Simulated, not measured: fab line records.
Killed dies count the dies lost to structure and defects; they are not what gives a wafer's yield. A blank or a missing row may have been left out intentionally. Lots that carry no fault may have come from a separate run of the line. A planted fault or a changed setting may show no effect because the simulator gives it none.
2 desks, one fault	flow gf180mcu	each desk holds nothing but its own numbers, with what lay behind them at the end

== TOOL OWNER'S DESK, cvdW-01 ==
The tool's own readings at GF_V4_CVD_23 (deposits W, target thk 350 nm, time 104.9 s): means of the sampled wafers that have a number, for each lot that ran on this tool. If a lot's mean is further than 4 standard deviations from the usual mean, the lot is out of limits and carries the mark OUT (the distance appears in the brackets).
Columns: A = chamberPressureTorr at GF_V4_CVD_23, usual 39.99 Torr; B = heaterPowerW at GF_V4_CVD_23, usual 900 W
lot	first seen here	A	B
L759	day 24 10:24	39.91	988
L760	day 24 23:20	40.01	893
L761	day 25 02:59	39.97	903
L767	day 27 06:15	40.04	884
L771	day 28 17:45	57.46 (+99 or more) OUT	936
L774	day 29 05:20	57.37 (+99 or more) OUT	943
Finding of this desk: L771, L774 out of limits; the first was L771 at day 28 17:45, on chamberPressureTorr at GF_V4_CVD_23. In limits: L759, L760, L761, L767.

== FROM THE METROLOGY DESK ==
Means of the sampled wafers that have a number, per lot and without regard to the tool the lot ran on: this is what the gauges read. If a lot's mean is further than 4 standard deviations from the usual mean, the lot is out of limits and carries the mark OUT (the distance appears in the brackets).
Columns: A = V4_CVD_00_THK at GF_V4_THK_MEAS_01, usual 604 nm; B = V4_W_RS at GF_V4_RS_MEAS_24, usual 0.324 ohm/sq; C = V4_W_THK at GF_V4_THK_MEAS_25, usual 353 nm
lot	first seen here	A	B	C
L759	day 23 10:58	611	0.322	361
L760	day 24 00:24	603	0.325	344
L761	day 24 03:47	604	0.327	355
L764	day 25 03:43	598	0.325	351
L766	day 26 02:38	605	0.328	342
L767	day 26 07:46	605	0.325	350
L771	day 27 21:08	608	0.269 (-15) OUT	426 (+12) OUT
L773	day 28 01:02	605	0.323	357
L774	day 28 08:44	615	0.265 (-16) OUT	432 (+13) OUT
L781	day 30 12:44	607	0.327	352
L782	day 30 15:43	603	0.327	351
Finding of this desk: L771, L774 out of limits, first seen on L771 at day 28 17:53 (V4_W_RS at GF_V4_RS_MEAS_24). In limits: L759, L760, L761, L764, L766, L767, L773, L781, L782.

== PUT TOGETHER ==
The tool owner's desk could have raised an alarm at day 28 17:45, on L771, L774.
The metrology desk could have raised an alarm at day 28 17:53, on L771, L774.
Of the lots named, all ran GF_V4_CVD_23 on cvdW-01.

== WHAT THE SIMULATOR HAD PUT IN ==
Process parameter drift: cvdW-01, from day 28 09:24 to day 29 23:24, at GF_V4_CVD_23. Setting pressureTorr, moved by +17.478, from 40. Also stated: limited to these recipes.
Struck lots among those shown: L771, L774.
Hours from the fault's start to each desk's first reading out of limits: the tool owner's desk, 8; the metrology desk, 8.
